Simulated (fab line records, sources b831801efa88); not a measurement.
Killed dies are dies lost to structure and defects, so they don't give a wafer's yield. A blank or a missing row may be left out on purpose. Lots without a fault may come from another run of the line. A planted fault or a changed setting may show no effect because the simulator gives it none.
Chamber matching | flow sky130 | SKY_LI_CONTACT_CMP_24 on cmp-01: 4 sister chambers
The step polishes, stops on PSG, t overpolish 20 s, target thk 0 nm. 8 wafers are shown with their chamber, then 7 later ones without.

WAFERS WITH THEIR CHAMBER
wafer  | chamber | motor_current_A (A) | time_to_endpoint_s (s)
L182.3 | 3       | 11.7                | 95
L187.1 | 0       | 10.2                | 98
L187.2 | 2       | 10.4                | 97
L187.5 | 2       | 9.4                 | 95
L188.1 | 0       | 10.2                | 98
L188.6 | 1       | 12.9                | 94
L189.2 | 3       | 10.6                | 95
L189.3 | 1       | 11.2                | 94

WAFERS WITHOUT THEIR CHAMBER
wafer  | motor_current_A (A) | time_to_endpoint_s (s)
L189.6 | 10.1                | 99
L200.3 | 9.9                 | 101
L200.4 | 11.0                | 98
L200.5 | 9.9                 | 103
L204.1 | 11.6                | 94
L204.2 | 10.5                | 94
L204.6 | 10.5                | 100

WHICH CHAMBER EACH WENT THROUGH
wafer  | from the rows above          | in truth
L189.6 | 0                            | 0
L200.3 | 0                            | 0
L200.4 | 0                            | 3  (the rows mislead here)
L200.5 | 0                            | 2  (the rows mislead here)
L204.1 | can't be placed: 1 or 3      | 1
L204.2 | can't be placed: 3 or 1 or 2 | 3
L204.6 | 0                            | 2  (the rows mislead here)
Placed correctly: 2 of 7. Can't be placed from these rows: 2 (the true chamber is among the candidates in 2). Placed wrongly: 3.
How it was worked out, from the rows above alone: a wafer's distance from a chamber is the root of the sum, over the readings, of the square of ((its reading less the chamber's mean) divided by the reading's scatter). The wafer belongs to the nearest chamber; if the next one is less than 2 further off, it can't be placed. A chamber's mean is the mean of its shown wafers. The scatter: the root of (the sum of the squares of (reading less its chamber's mean) over the shown wafers, divided by (wafers less chambers)).
